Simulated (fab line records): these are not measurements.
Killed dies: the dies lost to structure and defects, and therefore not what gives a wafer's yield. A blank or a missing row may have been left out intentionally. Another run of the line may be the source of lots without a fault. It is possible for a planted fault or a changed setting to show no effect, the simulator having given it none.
Chamber matching / flow sky130 / SKY_LI_CONTACT_ETCH_15 on rieDiel-03: 4 sister chambers
The step etches PSG in C4F8/O2/Ar, stops on Si, target depth 600 nm. 7 wafers are shown with their chamber, then 7 later ones without.

== WAFERS WITH THEIR CHAMBER ==
wafer=L696.4; chamber=0; oesProductAu (a.u.)=0.843
wafer=L697.2; chamber=0; oesProductAu (a.u.)=0.840
wafer=L697.3; chamber=1; oesProductAu (a.u.)=0.843
wafer=L703.1; chamber=1; oesProductAu (a.u.)=0.827
wafer=L703.6; chamber=3; oesProductAu (a.u.)=0.837
wafer=L705.3; chamber=3; oesProductAu (a.u.)=0.836
wafer=L705.4; chamber=2; oesProductAu (a.u.)=0.830

== WAFERS MISSING THEIR CHAMBER ==
wafer=L705.5; oesProductAu (a.u.)=0.836
wafer=L707.1; oesProductAu (a.u.)=0.834
wafer=L707.2; oesProductAu (a.u.)=0.831
wafer=L707.5; oesProductAu (a.u.)=0.844
wafer=L708.4; oesProductAu (a.u.)=0.833
wafer=L708.5; oesProductAu (a.u.)=0.838
wafer=L708.6; oesProductAu (a.u.)=0.839

== CHAMBER TAKEN BY EACH ==
wafer=L705.5; from the rows above=can't be placed: 3 or 1 or 0 or 2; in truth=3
wafer=L707.1; from the rows above=can't be placed: 1 or 3 or 2 or 0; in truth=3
wafer=L707.2; from the rows above=can't be placed: 2 or 1 or 3 or 0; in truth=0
wafer=L707.5; from the rows above=can't be placed: 0 or 3 or 1 or 2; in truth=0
wafer=L708.4; from the rows above=can't be placed: 1 or 2 or 3 or 0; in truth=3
wafer=L708.5; from the rows above=can't be placed: 3 or 1 or 0 or 2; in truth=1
wafer=L708.6; from the rows above=can't be placed: 0 or 3 or 1 or 2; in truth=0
0 of 7 placed correctly. Unplaceable from these rows: 7, with the true chamber sitting among the candidates in 7. Wrongly placed: 0.
How it was worked out, from the rows above alone: a wafer's distance from a chamber is the root of the sum, over the readings, of the square of ((its reading less the chamber's mean) divided by the reading's scatter). The wafer belongs to the nearest chamber; if the next one is less than 2 further off, it can't be placed. For every chamber, the mean is computed from those of its wafers that are shown. How the scatter is found: for the shown wafers, subtract from each reading the mean of its chamber, square and add these, divide the total by (wafers less chambers), then take the root.
